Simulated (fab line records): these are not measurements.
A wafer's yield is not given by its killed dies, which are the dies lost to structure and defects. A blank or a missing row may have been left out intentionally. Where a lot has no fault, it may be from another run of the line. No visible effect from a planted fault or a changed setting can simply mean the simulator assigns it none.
Which tool was responsible? || flow sky130 || 72 wafers from 24 lots sampled at 6 of the route's 708 steps

== WHAT THE GAUGES SHOWED, per wafer ==
SKY_VIA1_RS_MEAS_22: measurement is done with a four-point probe. Usual: VIA1_W_RS typically reads 0.424 ohm/sq, with standard deviation 0.0049.
{"lot": "L074", "measured": "day 33 12:01", "on": "filmMetro-04", "VIA1_W_RS (ohm/sq)": "0.434 0.425 0.427", "flag": ""}
{"lot": "L076", "measured": "day 34 12:14", "on": "filmMetro-04", "VIA1_W_RS (ohm/sq)": "0.423 0.431 0.424", "flag": ""}
{"lot": "L075", "measured": "day 34 18:41", "on": "filmMetro-04", "VIA1_W_RS (ohm/sq)": "0.427 0.422 0.429", "flag": ""}
{"lot": "L078", "measured": "day 35 00:28", "on": "filmMetro-03", "VIA1_W_RS (ohm/sq)": "0.415 0.421 0.419", "flag": ""}
{"lot": "L077", "measured": "day 35 05:32", "on": "filmMetro-02", "VIA1_W_RS (ohm/sq)": "0.420 0.423 0.424", "flag": ""}
{"lot": "L079", "measured": "day 35 15:36", "on": "filmMetro-04", "VIA1_W_RS (ohm/sq)": "0.439 0.438 0.435", "flag": ""}
{"lot": "L080", "measured": "day 35 17:14", "on": "filmMetro-04", "VIA1_W_RS (ohm/sq)": "0.424 0.426 0.427", "flag": ""}
{"lot": "L081", "measured": "day 35 22:12", "on": "filmMetro-04", "VIA1_W_RS (ohm/sq)": "0.423 0.420 0.419", "flag": ""}
{"lot": "L082", "measured": "day 36 06:50", "on": "filmMetro-02", "VIA1_W_RS (ohm/sq)": "0.426 0.428 0.429", "flag": ""}
{"lot": "L083", "measured": "day 36 12:10", "on": "filmMetro-02", "VIA1_W_RS (ohm/sq)": "0.418 0.422 0.423", "flag": ""}
{"lot": "L084", "measured": "day 37 07:28", "on": "filmMetro-02", "VIA1_W_RS (ohm/sq)": "0.429 0.420 0.427", "flag": ""}
{"lot": "L085", "measured": "day 37 08:13", "on": "filmMetro-03", "VIA1_W_RS (ohm/sq)": "0.425 0.425 0.425", "flag": ""}
{"lot": "L086", "measured": "day 37 08:26", "on": "filmMetro-02", "VIA1_W_RS (ohm/sq)": "0.426 0.420 0.425", "flag": ""}
{"lot": "L087", "measured": "day 37 14:14", "on": "filmMetro-02", "VIA1_W_RS (ohm/sq)": "0.430 0.426 0.425", "flag": ""}
{"lot": "L088", "measured": "day 38 00:41", "on": "filmMetro-03", "VIA1_W_RS (ohm/sq)": "0.424 0.422 0.424", "flag": ""}
{"lot": "L090", "measured": "day 39 06:35", "on": "filmMetro-02", "VIA1_W_RS (ohm/sq)": "0.425 0.429 0.427", "flag": ""}
{"lot": "L089", "measured": "day 39 07:32", "on": "filmMetro-03", "VIA1_W_RS (ohm/sq)": "0.426 0.427 0.425", "flag": ""}
{"lot": "L091", "measured": "day 39 14:17", "on": "filmMetro-03", "VIA1_W_RS (ohm/sq)": "0.427 0.427 0.423", "flag": ""}
{"lot": "L093", "measured": "day 39 21:07", "on": "filmMetro-03", "VIA1_W_RS (ohm/sq)": "0.423 0.424 0.428", "flag": ""}
{"lot": "L094", "measured": "day 39 21:47", "on": "filmMetro-04", "VIA1_W_RS (ohm/sq)": "0.415 0.423 0.416", "flag": ""}
{"lot": "L092", "measured": "day 39 22:56", "on": "filmMetro-04", "VIA1_W_RS (ohm/sq)": "0.419 0.420 0.423", "flag": ""}
{"lot": "L096", "measured": "day 40 10:41", "on": "filmMetro-02", "VIA1_W_RS (ohm/sq)": "0.415 0.422 0.417", "flag": ""}
{"lot": "L095", "measured": "day 40 12:28", "on": "filmMetro-03", "VIA1_W_RS (ohm/sq)": "0.425 0.428 0.430", "flag": ""}
{"lot": "L097", "measured": "day 41 01:04", "on": "filmMetro-02", "VIA1_W_RS (ohm/sq)": "0.415 0.418 0.422", "flag": ""}

SKY_CAP2M_OVL_MEAS_12. Usual: CAP2M_OVL typically reads -0.4 nm, with standard deviation 1.3.
{"lot": "L074", "measured": "day 39 23:14", "on": "overlay-02", "CAP2M_OVL (nm)": "-0.1 -1.2 -2.1", "flag": ""}
{"lot": "L076", "measured": "day 41 00:29", "on": "overlay-02", "CAP2M_OVL (nm)": "2.2 0.8 0.7", "flag": ""}
{"lot": "L075", "measured": "day 41 06:42", "on": "overlay-01", "CAP2M_OVL (nm)": "-1.8 -0.4 -0.7", "flag": ""}
{"lot": "L078", "measured": "day 41 13:32", "on": "overlay-01", "CAP2M_OVL (nm)": "-1.4 -1.4 -1.8", "flag": ""}
{"lot": "L077", "measured": "day 41 19:59", "on": "overlay-02", "CAP2M_OVL (nm)": "1.9 2.0 1.1", "flag": ""}
{"lot": "L079", "measured": "day 42 09:59", "on": "overlay-01", "CAP2M_OVL (nm)": "-0.6 -1.3 -1.0", "flag": ""}
{"lot": "L080", "measured": "day 42 09:11", "on": "overlay-01", "CAP2M_OVL (nm)": "2.3 0.5 0.8", "flag": ""}
{"lot": "L081", "measured": "day 42 11:53", "on": "overlay-01", "CAP2M_OVL (nm)": "-2.8 -1.3 -1.9", "flag": ""}
{"lot": "L082", "measured": "day 42 18:32", "on": "overlay-01", "CAP2M_OVL (nm)": "0.2 0.7 -0.4", "flag": ""}
{"lot": "L083", "measured": "day 42 22:51", "on": "overlay-01", "CAP2M_OVL (nm)": "-0.5 -1.2 1.6", "flag": ""}
{"lot": "L084", "measured": "day 43 18:44", "on": "overlay-02", "CAP2M_OVL (nm)": "0.5 -2.2 -1.0", "flag": ""}
{"lot": "L085", "measured": "day 43 19:58", "on": "overlay-02", "CAP2M_OVL (nm)": "1.9 1.3 -0.2", "flag": ""}
{"lot": "L086", "measured": "day 43 20:20", "on": "overlay-02", "CAP2M_OVL (nm)": "-0.8 0.6 -0.1", "flag": ""}
{"lot": "L087", "measured": "day 43 21:32", "on": "overlay-02", "CAP2M_OVL (nm)": "-1.3 -1.9 -2.2", "flag": ""}
{"lot": "L088", "measured": "day 44 05:15", "on": "overlay-01", "CAP2M_OVL (nm)": "2.9 2.9 2.0", "flag": ""}
{"lot": "L090", "measured": "day 45 07:29", "on": "overlay-02", "CAP2M_OVL (nm)": "-0.9 -0.8 0.2", "flag": ""}
{"lot": "L089", "measured": "day 45 10:56", "on": "overlay-01", "CAP2M_OVL (nm)": "-0.9 -0.9 -1.5", "flag": ""}
{"lot": "L091", "measured": "day 45 17:46", "on": "overlay-02", "CAP2M_OVL (nm)": "-2.4 -1.5 -2.1", "flag": ""}
{"lot": "L093", "measured": "day 45 22:38", "on": "overlay-02", "CAP2M_OVL (nm)": "-1.3 -1.8 -0.8", "flag": ""}
{"lot": "L094", "measured": "day 45 21:58", "on": "overlay-01", "CAP2M_OVL (nm)": "-0.8 -1.4 -0.7", "flag": ""}
{"lot": "L092", "measured": "day 45 23:26", "on": "overlay-02", "CAP2M_OVL (nm)": "-3.1 0.1 -0.8", "flag": ""}
{"lot": "L096", "measured": "day 46 09:53", "on": "overlay-02", "CAP2M_OVL (nm)": "0.6 -0.9 0.3", "flag": ""}
{"lot": "L095", "measured": "day 46 10:14", "on": "overlay-01", "CAP2M_OVL (nm)": "-1.1 -1.6 -0.8", "flag": ""}
{"lot": "L097", "measured": "day 46 21:39", "on": "overlay-02", "CAP2M_OVL (nm)": "-0.5 1.2 -0.6", "flag": ""}

SKY_PASSIVATION_THK_MEAS_01. Usual: PASSIVATION_CVD_00_THK typically reads 90.0 nm, with standard deviation 1.2.
{"lot": "L074", "measured": "day 43 02:14", "on": "filmMetro-02", "PASSIVATION_CVD_00_THK (nm)": "87.6 89.3 91.5", "flag": ""}
{"lot": "L076", "measured": "day 44 03:08", "on": "filmMetro-02", "PASSIVATION_CVD_00_THK (nm)": "90.7 90.0 91.7", "flag": ""}
{"lot": "L075", "measured": "day 44 09:07", "on": "filmMetro-04", "PASSIVATION_CVD_00_THK (nm)": "90.0 89.9 90.9", "flag": ""}
{"lot": "L078", "measured": "day 44 15:01", "on": "filmMetro-02", "PASSIVATION_CVD_00_THK (nm)": "89.0 90.7 89.9", "flag": ""}
{"lot": "L077", "measured": "day 44 21:47", "on": "filmMetro-02", "PASSIVATION_CVD_00_THK (nm)": "88.6 89.1 90.5", "flag": ""}
{"lot": "L079", "measured": "day 45 09:41", "on": "filmMetro-02", "PASSIVATION_CVD_00_THK (nm)": "87.7 88.1 88.2", "flag": ""}
{"lot": "L080", "measured": "day 45 09:08", "on": "filmMetro-04", "PASSIVATION_CVD_00_THK (nm)": "89.1 89.7 87.6", "flag": ""}
{"lot": "L081", "measured": "day 45 10:53", "on": "filmMetro-04", "PASSIVATION_CVD_00_THK (nm)": "90.2 91.0 90.8", "flag": ""}
{"lot": "L082", "measured": "day 45 17:17", "on": "filmMetro-02", "PASSIVATION_CVD_00_THK (nm)": "89.2 88.6 90.6", "flag": ""}
{"lot": "L083", "measured": "day 45 21:30", "on": "filmMetro-03", "PASSIVATION_CVD_00_THK (nm)": "89.6 89.5 89.3", "flag": ""}
{"lot": "L084", "measured": "day 46 14:56", "on": "filmMetro-04", "PASSIVATION_CVD_00_THK (nm)": "89.9 90.4 91.1", "flag": ""}
{"lot": "L085", "measured": "day 46 16:01", "on": "filmMetro-02", "PASSIVATION_CVD_00_THK (nm)": "90.8 90.4 92.5", "flag": ""}
{"lot": "L086", "measured": "day 46 18:03", "on": "filmMetro-02", "PASSIVATION_CVD_00_THK (nm)": "89.4 88.9 92.5", "flag": ""}
{"lot": "L087", "measured": "day 46 18:50", "on": "filmMetro-02", "PASSIVATION_CVD_00_THK (nm)": "89.9 89.2 89.8", "flag": ""}
{"lot": "L088", "measured": "day 47 00:00", "on": "filmMetro-04", "PASSIVATION_CVD_00_THK (nm)": "89.6 90.8 91.2", "flag": ""}
{"lot": "L090", "measured": "day 47 23:19", "on": "filmMetro-02", "PASSIVATION_CVD_00_THK (nm)": "88.7 89.8 91.7", "flag": ""}
{"lot": "L089", "measured": "day 48 01:10", "on": "filmMetro-02", "PASSIVATION_CVD_00_THK (nm)": "90.2 89.8 91.8", "flag": ""}
{"lot": "L091", "measured": "day 48 09:54", "on": "filmMetro-02", "PASSIVATION_CVD_00_THK (nm)": "89.3 92.1 89.5", "flag": ""}
{"lot": "L093", "measured": "day 48 14:34", "on": "filmMetro-02", "PASSIVATION_CVD_00_THK (nm)": "88.3 88.6 90.3", "flag": ""}
{"lot": "L094", "measured": "day 48 15:14", "on": "filmMetro-03", "PASSIVATION_CVD_00_THK (nm)": "89.4 90.7 89.9", "flag": ""}
{"lot": "L092", "measured": "day 48 15:45", "on": "filmMetro-04", "PASSIVATION_CVD_00_THK (nm)": "90.7 90.7 90.9", "flag": ""}
{"lot": "L096", "measured": "day 48 21:28", "on": "filmMetro-02", "PASSIVATION_CVD_00_THK (nm)": "89.1 90.6 91.4", "flag": ""}
{"lot": "L095", "measured": "day 48 21:34", "on": "filmMetro-03", "PASSIVATION_CVD_00_THK (nm)": "89.9 89.7 90.3", "flag": ""}
{"lot": "L097", "measured": "day 49 10:28", "on": "filmMetro-04", "PASSIVATION_CVD_00_THK (nm)": "90.6 90.5 90.7", "flag": ""}

== TOOL THAT RAN EACH LOT (tool first, then ch and the chambers of the sampled wafers, then the start) ==
{"lot": "L074", "SKY_METAL2_SPUTTER_03": "pvdSputter-03, day 33 12:32", "SKY_METAL2_DESCUM_17": "rieMetal-03 ch 0,1, day 34 13:20", "SKY_VIA4_CMP_21": "cmp-01 ch 0,1,3, day 42 01:50"}
{"lot": "L076", "SKY_METAL2_SPUTTER_03": "pvdSputter-01, day 34 12:47", "SKY_METAL2_DESCUM_17": "rieMetal-04 ch 0,1, day 35 12:18", "SKY_VIA4_CMP_21": "cmp-01 ch 1,2, day 43 03:04"}
{"lot": "L075", "SKY_METAL2_SPUTTER_03": "pvdSputter-01, day 34 19:12", "SKY_METAL2_DESCUM_17": "rieMetal-02 ch 0,1, day 35 17:52", "SKY_VIA4_CMP_21": "cmp-01 ch 1,2, day 43 08:50"}
{"lot": "L078", "SKY_METAL2_SPUTTER_03": "pvdSputter-01, day 35 01:01", "SKY_METAL2_DESCUM_17": "rieMetal-03 ch 0,1, day 35 23:56", "SKY_VIA4_CMP_21": "cmp-02 ch 0,1, day 43 14:49"}
{"lot": "L077", "SKY_METAL2_SPUTTER_03": "pvdSputter-01, day 35 06:08", "SKY_METAL2_DESCUM_17": "rieMetal-04 ch 0,1, day 36 07:26", "SKY_VIA4_CMP_21": "cmp-02 ch 0,1,3, day 43 22:21"}
{"lot": "L079", "SKY_METAL2_SPUTTER_03": "pvdSputter-03, day 35 16:08", "SKY_METAL2_DESCUM_17": "rieMetal-04 ch 0,1, day 36 19:15", "SKY_VIA4_CMP_21": "cmp-02 ch 0,1,2, day 44 11:47"}
{"lot": "L080", "SKY_METAL2_SPUTTER_03": "pvdSputter-01, day 35 17:47", "SKY_METAL2_DESCUM_17": "rieMetal-03 ch 0,1, day 36 20:11", "SKY_VIA4_CMP_21": "cmp-01 ch 1,2,3, day 44 11:29"}
{"lot": "L081", "SKY_METAL2_SPUTTER_03": "pvdSputter-01, day 35 22:44", "SKY_METAL2_DESCUM_17": "rieMetal-02 ch 0,1, day 37 01:11", "SKY_VIA4_CMP_21": "cmp-02 ch 1,2,3, day 44 13:32"}
{"lot": "L082", "SKY_METAL2_SPUTTER_03": "pvdSputter-04, day 36 07:23", "SKY_METAL2_DESCUM_17": "rieMetal-03 ch 0,1, day 37 06:57", "SKY_VIA4_CMP_21": "cmp-02 ch 0,2,3, day 44 19:17"}
{"lot": "L083", "SKY_METAL2_SPUTTER_03": "pvdSputter-03, day 36 12:41", "SKY_METAL2_DESCUM_17": "rieMetal-03 ch 0,1, day 37 15:19", "SKY_VIA4_CMP_21": "cmp-02 ch 0,1,2, day 44 23:56"}
{"lot": "L084", "SKY_METAL2_SPUTTER_03": "pvdSputter-03, day 37 08:01", "SKY_METAL2_DESCUM_17": "rieMetal-02 ch 1, day 38 10:28", "SKY_VIA4_CMP_21": "cmp-02 ch 1,2,3, day 45 17:23"}
{"lot": "L085", "SKY_METAL2_SPUTTER_03": "pvdSputter-03, day 37 08:43", "SKY_METAL2_DESCUM_17": "rieMetal-04 ch 0,1, day 38 11:07", "SKY_VIA4_CMP_21": "cmp-02 ch 0,2,3, day 45 18:44"}
{"lot": "L086", "SKY_METAL2_SPUTTER_03": "pvdSputter-01, day 37 09:00", "SKY_METAL2_DESCUM_17": "rieMetal-02 ch 0,1, day 38 11:38", "SKY_VIA4_CMP_21": "cmp-02 ch 0,1,2, day 45 20:28"}
{"lot": "L087", "SKY_METAL2_SPUTTER_03": "pvdSputter-04, day 37 14:47", "SKY_METAL2_DESCUM_17": "rieMetal-03 ch 0,1, day 38 16:01", "SKY_VIA4_CMP_21": "cmp-02 ch 0,3, day 45 21:22"}
{"lot": "L088", "SKY_METAL2_SPUTTER_03": "pvdSputter-04, day 38 01:12", "SKY_METAL2_DESCUM_17": "rieMetal-02 ch 0,1, day 39 01:46", "SKY_VIA4_CMP_21": "cmp-01 ch 0,2,3, day 46 03:23"}
{"lot": "L090", "SKY_METAL2_SPUTTER_03": "pvdSputter-03, day 39 07:08", "SKY_METAL2_DESCUM_17": "rieMetal-03 ch 0,1, day 40 07:15", "SKY_VIA4_CMP_21": "cmp-02 ch 0,1,3, day 47 02:02"}
{"lot": "L089", "SKY_METAL2_SPUTTER_03": "pvdSputter-03, day 39 08:05", "SKY_METAL2_DESCUM_17": "rieMetal-03 ch 0,1, day 40 09:09", "SKY_VIA4_CMP_21": "cmp-01 ch 1,2,3, day 47 04:26"}
{"lot": "L091", "SKY_METAL2_SPUTTER_03": "pvdSputter-01, day 39 14:47", "SKY_METAL2_DESCUM_17": "rieMetal-02 ch 0,1, day 40 16:11", "SKY_VIA4_CMP_21": "cmp-01 ch 1,2, day 47 13:39"}
{"lot": "L093", "SKY_METAL2_SPUTTER_03": "pvdSputter-03, day 39 21:40", "SKY_METAL2_DESCUM_17": "rieMetal-03 ch 0,1, day 40 22:03", "SKY_VIA4_CMP_21": "cmp-02 ch 1,2,3, day 47 19:02"}
{"lot": "L094", "SKY_METAL2_SPUTTER_03": "pvdSputter-04, day 39 22:17", "SKY_METAL2_DESCUM_17": "rieMetal-02 ch 0,1, day 40 22:55", "SKY_VIA4_CMP_21": "cmp-01 ch 0,2, day 47 19:11"}
{"lot": "L092", "SKY_METAL2_SPUTTER_03": "pvdSputter-01, day 39 23:29", "SKY_METAL2_DESCUM_17": "rieMetal-03 ch 0,1, day 40 23:47", "SKY_VIA4_CMP_21": "cmp-01 ch 1,2,3, day 47 19:35"}
{"lot": "L096", "SKY_METAL2_SPUTTER_03": "pvdSputter-03, day 40 11:14", "SKY_METAL2_DESCUM_17": "rieMetal-02 ch 0,1, day 41 11:36", "SKY_VIA4_CMP_21": "cmp-02 ch 1,3, day 48 02:36"}
{"lot": "L095", "SKY_METAL2_SPUTTER_03": "pvdSputter-01, day 40 13:01", "SKY_METAL2_DESCUM_17": "rieMetal-04 ch 0,1, day 41 12:35", "SKY_VIA4_CMP_21": "cmp-01 ch 1,2,3, day 48 02:54"}
{"lot": "L097", "SKY_METAL2_SPUTTER_03": "pvdSputter-04, day 41 01:38", "SKY_METAL2_DESCUM_17": "rieMetal-04 ch 0,1, day 42 01:48", "SKY_VIA4_CMP_21": "cmp-01 ch 0,1, day 48 15:44"}
- SKY_METAL2_SPUTTER_03: material Ti, target thk 5 nm, time 3.3 s.
- SKY_METAL2_DESCUM_17: chemistry O2, time 8 s.
- SKY_VIA4_CMP_21: polishes, stops on SiO2, t overpolish 25 s, target thk 0 nm.

== AS READ BY THE TOOLS THEMSELVES (means over the sampled wafers that have a number; for cases with no such wafer, the mark the record gives instead) ==
SKY_METAL2_SPUTTER_03. Usual: throttleValvePct reads 30.8 % (standard deviation 1.2).
{"lot": "L074", "tool": "pvdSputter-03", "throttleValvePct (%)": 31.7, "flag": ""}
{"lot": "L076", "tool": "pvdSputter-01", "throttleValvePct (%)": 31.3, "flag": ""}
{"lot": "L075", "tool": "pvdSputter-01", "throttleValvePct (%)": 31.4, "flag": ""}
{"lot": "L078", "tool": "pvdSputter-01", "throttleValvePct (%)": 30.3, "flag": ""}
{"lot": "L077", "tool": "pvdSputter-01", "throttleValvePct (%)": 31.3, "flag": ""}
{"lot": "L079", "tool": "pvdSputter-03", "throttleValvePct (%)": 30.9, "flag": ""}
{"lot": "L080", "tool": "pvdSputter-01", "throttleValvePct (%)": 31.1, "flag": ""}
{"lot": "L081", "tool": "pvdSputter-01", "throttleValvePct (%)": 30.6, "flag": ""}
{"lot": "L082", "tool": "pvdSputter-04", "throttleValvePct (%)": 29.8, "flag": ""}
{"lot": "L083", "tool": "pvdSputter-03", "throttleValvePct (%)": 31.8, "flag": ""}
{"lot": "L084", "tool": "pvdSputter-03", "throttleValvePct (%)": 30.9, "flag": ""}
{"lot": "L085", "tool": "pvdSputter-03", "throttleValvePct (%)": 30.9, "flag": ""}
{"lot": "L086", "tool": "pvdSputter-01", "throttleValvePct (%)": 31.3, "flag": ""}
{"lot": "L087", "tool": "pvdSputter-04", "throttleValvePct (%)": 29.6, "flag": ""}
{"lot": "L088", "tool": "pvdSputter-04", "throttleValvePct (%)": 29.3, "flag": ""}
{"lot": "L090", "tool": "pvdSputter-03", "throttleValvePct (%)": 32.1, "flag": ""}
{"lot": "L089", "tool": "pvdSputter-03", "throttleValvePct (%)": 31.6, "flag": ""}
{"lot": "L091", "tool": "pvdSputter-01", "throttleValvePct (%)": 31.2, "flag": ""}
{"lot": "L093", "tool": "pvdSputter-03", "throttleValvePct (%)": 31.3, "flag": ""}
{"lot": "L094", "tool": "pvdSputter-04", "throttleValvePct (%)": 30.2, "flag": ""}
{"lot": "L092", "tool": "pvdSputter-01", "throttleValvePct (%)": 30.5, "flag": ""}
{"lot": "L096", "tool": "pvdSputter-03", "throttleValvePct (%)": 31.8, "flag": ""}
{"lot": "L095", "tool": "pvdSputter-01", "throttleValvePct (%)": 30.3, "flag": ""}
{"lot": "L097", "tool": "pvdSputter-04", "throttleValvePct (%)": 30.1, "flag": ""}

SKY_METAL2_DESCUM_17. Usual: drypumpMotorCurrentA 6.0 A, standard deviation 0.52; oesProductAu 0.993 a.u., standard deviation 0.0078.
{"lot": "L074", "tool": "rieMetal-03", "drypumpMotorCurrentA (A)": 5.9, "oesProductAu (a.u.)": 0.994, "flag": ""}
{"lot": "L076", "tool": "rieMetal-04", "drypumpMotorCurrentA (A)": 5.5, "oesProductAu (a.u.)": 0.994, "flag": ""}
{"lot": "L075", "tool": "rieMetal-02", "drypumpMotorCurrentA (A)": 6.1, "oesProductAu (a.u.)": 0.990, "flag": ""}
{"lot": "L078", "tool": "rieMetal-03", "drypumpMotorCurrentA (A)": 5.9, "oesProductAu (a.u.)": 0.999, "flag": ""}
{"lot": "L077", "tool": "rieMetal-04", "drypumpMotorCurrentA (A)": 5.6, "oesProductAu (a.u.)": 0.993, "flag": ""}
{"lot": "L079", "tool": "rieMetal-04", "drypumpMotorCurrentA (A)": 6.0, "oesProductAu (a.u.)": 0.987, "flag": ""}
{"lot": "L080", "tool": "rieMetal-03", "drypumpMotorCurrentA (A)": 5.7, "oesProductAu (a.u.)": 0.989, "flag": ""}
{"lot": "L081", "tool": "rieMetal-02", "drypumpMotorCurrentA (A)": 6.1, "oesProductAu (a.u.)": 0.998, "flag": ""}
{"lot": "L082", "tool": "rieMetal-03", "drypumpMotorCurrentA (A)": 5.9, "oesProductAu (a.u.)": 1.001, "flag": ""}
{"lot": "L083", "tool": "rieMetal-03", "drypumpMotorCurrentA (A)": 5.9, "oesProductAu (a.u.)": 0.991, "flag": ""}
{"lot": "L084", "tool": "rieMetal-02", "drypumpMotorCurrentA (A)": 5.7, "oesProductAu (a.u.)": 0.987, "flag": ""}
{"lot": "L085", "tool": "rieMetal-04", "drypumpMotorCurrentA (A)": 6.0, "oesProductAu (a.u.)": 0.996, "flag": ""}
{"lot": "L086", "tool": "rieMetal-02", "drypumpMotorCurrentA (A)": 6.1, "oesProductAu (a.u.)": 0.992, "flag": ""}
{"lot": "L087", "tool": "rieMetal-03", "drypumpMotorCurrentA (A)": 5.9, "oesProductAu (a.u.)": 0.999, "flag": ""}
{"lot": "L088", "tool": "rieMetal-02", "drypumpMotorCurrentA (A)": 6.4, "oesProductAu (a.u.)": 0.988, "flag": ""}
{"lot": "L090", "tool": "rieMetal-03", "drypumpMotorCurrentA (A)": 5.9, "oesProductAu (a.u.)": 1.000, "flag": ""}
{"lot": "L089", "tool": "rieMetal-03", "drypumpMotorCurrentA (A)": 5.7, "oesProductAu (a.u.)": 0.991, "flag": ""}
{"lot": "L091", "tool": "rieMetal-02", "drypumpMotorCurrentA (A)": 6.1, "oesProductAu (a.u.)": 0.997, "flag": ""}
{"lot": "L093", "tool": "rieMetal-03", "drypumpMotorCurrentA (A)": 5.9, "oesProductAu (a.u.)": 0.995, "flag": ""}
{"lot": "L094", "tool": "rieMetal-02", "drypumpMotorCurrentA (A)": 6.1, "oesProductAu (a.u.)": 0.997, "flag": ""}
{"lot": "L092", "tool": "rieMetal-03", "drypumpMotorCurrentA (A)": 5.9, "oesProductAu (a.u.)": 0.994, "flag": ""}
{"lot": "L096", "tool": "rieMetal-02", "drypumpMotorCurrentA (A)": 6.1, "oesProductAu (a.u.)": 0.986, "flag": ""}
{"lot": "L095", "tool": "rieMetal-04", "drypumpMotorCurrentA (A)": 5.6, "oesProductAu (a.u.)": 0.994, "flag": ""}
{"lot": "L097", "tool": "rieMetal-04", "drypumpMotorCurrentA (A)": 6.0, "oesProductAu (a.u.)": 0.990, "flag": ""}

SKY_VIA4_CMP_21. Usual: headPressurePsi 3.501 psi, standard deviation 0.0065; motorCurrentA 11.2 A, standard deviation 0.97; overpolishRunS 24.999 s, standard deviation 0.0091; retainingRingPressureFrac 1.000, standard deviation 0.0053; timeToEndpointS 122 s, standard deviation 4.4.
{"lot": "L074", "tool": "cmp-01", "headPressurePsi (psi)": 3.500, "motorCurrentA (A)": 10.6, "overpolishRunS (s)": 24.991, "retainingRingPressureFrac": 1.001, "timeToEndpointS (s)": 125, "flag": ""}
{"lot": "L076", "tool": "cmp-01", "headPressurePsi (psi)": 3.500, "motorCurrentA (A)": 12.6, "overpolishRunS (s)": 24.998, "retainingRingPressureFrac": 1.001, "timeToEndpointS (s)": 119, "flag": ""}
{"lot": "L075", "tool": "cmp-01", "headPressurePsi (psi)": 3.503, "motorCurrentA (A)": 12.5, "overpolishRunS (s)": 25.000, "retainingRingPressureFrac": 1.000, "timeToEndpointS (s)": 125, "flag": ""}
{"lot": "L078", "tool": "cmp-02", "headPressurePsi (psi)": 3.500, "motorCurrentA (A)": 10.6, "overpolishRunS (s)": 24.996, "retainingRingPressureFrac": 1.004, "timeToEndpointS (s)": 124, "flag": ""}
{"lot": "L077", "tool": "cmp-02", "headPressurePsi (psi)": 3.505, "motorCurrentA (A)": 11.5, "overpolishRunS (s)": 25.013, "retainingRingPressureFrac": 1.000, "timeToEndpointS (s)": 124, "flag": ""}
{"lot": "L079", "tool": "cmp-02", "headPressurePsi (psi)": 3.504, "motorCurrentA (A)": 10.7, "overpolishRunS (s)": 25.005, "retainingRingPressureFrac": 0.997, "timeToEndpointS (s)": 118, "flag": ""}
{"lot": "L080", "tool": "cmp-01", "headPressurePsi (psi)": 3.499, "motorCurrentA (A)": 11.7, "overpolishRunS (s)": 25.005, "retainingRingPressureFrac": 0.998, "timeToEndpointS (s)": 127, "flag": ""}
{"lot": "L081", "tool": "cmp-02", "headPressurePsi (psi)": 3.508, "motorCurrentA (A)": 10.9, "overpolishRunS (s)": 24.997, "retainingRingPressureFrac": 0.999, "timeToEndpointS (s)": 126, "flag": ""}
{"lot": "L082", "tool": "cmp-02", "headPressurePsi (psi)": 3.504, "motorCurrentA (A)": 10.6, "overpolishRunS (s)": 24.997, "retainingRingPressureFrac": 0.997, "timeToEndpointS (s)": 122, "flag": ""}
{"lot": "L083", "tool": "cmp-02", "headPressurePsi (psi)": 3.505, "motorCurrentA (A)": 10.6, "overpolishRunS (s)": 24.994, "retainingRingPressureFrac": 1.000, "timeToEndpointS (s)": 118, "flag": ""}
{"lot": "L084", "tool": "cmp-02", "headPressurePsi (psi)": 3.504, "motorCurrentA (A)": 11.2, "overpolishRunS (s)": 25.013, "retainingRingPressureFrac": 0.998, "timeToEndpointS (s)": 118, "flag": ""}
{"lot": "L085", "tool": "cmp-02", "headPressurePsi (psi)": 3.499, "motorCurrentA (A)": 10.4, "overpolishRunS (s)": 25.003, "retainingRingPressureFrac": 1.000, "timeToEndpointS (s)": 117, "flag": ""}
{"lot": "L086", "tool": "cmp-02", "headPressurePsi (psi)": 3.496, "motorCurrentA (A)": 10.5, "overpolishRunS (s)": 25.000, "retainingRingPressureFrac": 1.001, "timeToEndpointS (s)": 121, "flag": ""}
{"lot": "L087", "tool": "cmp-02", "headPressurePsi (psi)": 3.498, "motorCurrentA (A)": 10.6, "overpolishRunS (s)": 25.000, "retainingRingPressureFrac": 0.998, "timeToEndpointS (s)": 118, "flag": ""}
{"lot": "L088", "tool": "cmp-01", "headPressurePsi (psi)": 3.493, "motorCurrentA (A)": 11.2, "overpolishRunS (s)": 24.995, "retainingRingPressureFrac": 1.003, "timeToEndpointS (s)": 123, "flag": ""}
{"lot": "L090", "tool": "cmp-02", "headPressurePsi (psi)": 3.505, "motorCurrentA (A)": 11.4, "overpolishRunS (s)": 24.996, "retainingRingPressureFrac": 0.998, "timeToEndpointS (s)": 121, "flag": ""}
{"lot": "L089", "tool": "cmp-01", "headPressurePsi (psi)": 3.498, "motorCurrentA (A)": 11.7, "overpolishRunS (s)": 25.001, "retainingRingPressureFrac": 1.001, "timeToEndpointS (s)": 121, "flag": ""}
{"lot": "L091", "tool": "cmp-01", "headPressurePsi (psi)": 3.491, "motorCurrentA (A)": 12.3, "overpolishRunS (s)": 25.003, "retainingRingPressureFrac": 1.002, "timeToEndpointS (s)": 125, "flag": ""}
{"lot": "L093", "tool": "cmp-02", "headPressurePsi (psi)": 3.492, "motorCurrentA (A)": 11.4, "overpolishRunS (s)": 25.002, "retainingRingPressureFrac": 1.000, "timeToEndpointS (s)": 122, "flag": ""}
{"lot": "L094", "tool": "cmp-01", "headPressurePsi (psi)": 3.505, "motorCurrentA (A)": 11.5, "overpolishRunS (s)": 24.997, "retainingRingPressureFrac": 0.996, "timeToEndpointS (s)": 123, "flag": ""}
{"lot": "L092", "tool": "cmp-01", "headPressurePsi (psi)": 3.501, "motorCurrentA (A)": 12.0, "overpolishRunS (s)": 24.998, "retainingRingPressureFrac": 1.005, "timeToEndpointS (s)": 117, "flag": ""}
{"lot": "L096", "tool": "cmp-02", "headPressurePsi (psi)": 3.499, "motorCurrentA (A)": 11.5, "overpolishRunS (s)": 24.986, "retainingRingPressureFrac": 1.007, "timeToEndpointS (s)": 119, "flag": ""}
{"lot": "L095", "tool": "cmp-01", "headPressurePsi (psi)": 3.504, "motorCurrentA (A)": 11.7, "overpolishRunS (s)": 24.992, "retainingRingPressureFrac": 0.999, "timeToEndpointS (s)": 119, "flag": ""}
{"lot": "L097", "tool": "cmp-01", "headPressurePsi (psi)": 3.503, "motorCurrentA (A)": 11.8, "overpolishRunS (s)": 24.998, "retainingRingPressureFrac": 0.991, "timeToEndpointS (s)": 124, "flag": ""}

== THE ANSWER, worked out from the rows above alone ==
Rule: a lot counts as off when the mean over its wafers that have a number is more than 3 standard deviations away from the usual mean. A lot without any number at a reading at which 4 lots or more have one is off too. Where the step has rows for the other lots, those lots are counted as sound. After the gauges, taken in route order, come the tools' own readings; for these a lot's mean is taken, as printed above. At the first step where some lot is off, the reading lying furthest off is the one used; lots without a number count as furthest.
Across all readings shown, no lot is off: no conclusion can be drawn from this.

== WHAT THE SIMULATOR PUT IN ==
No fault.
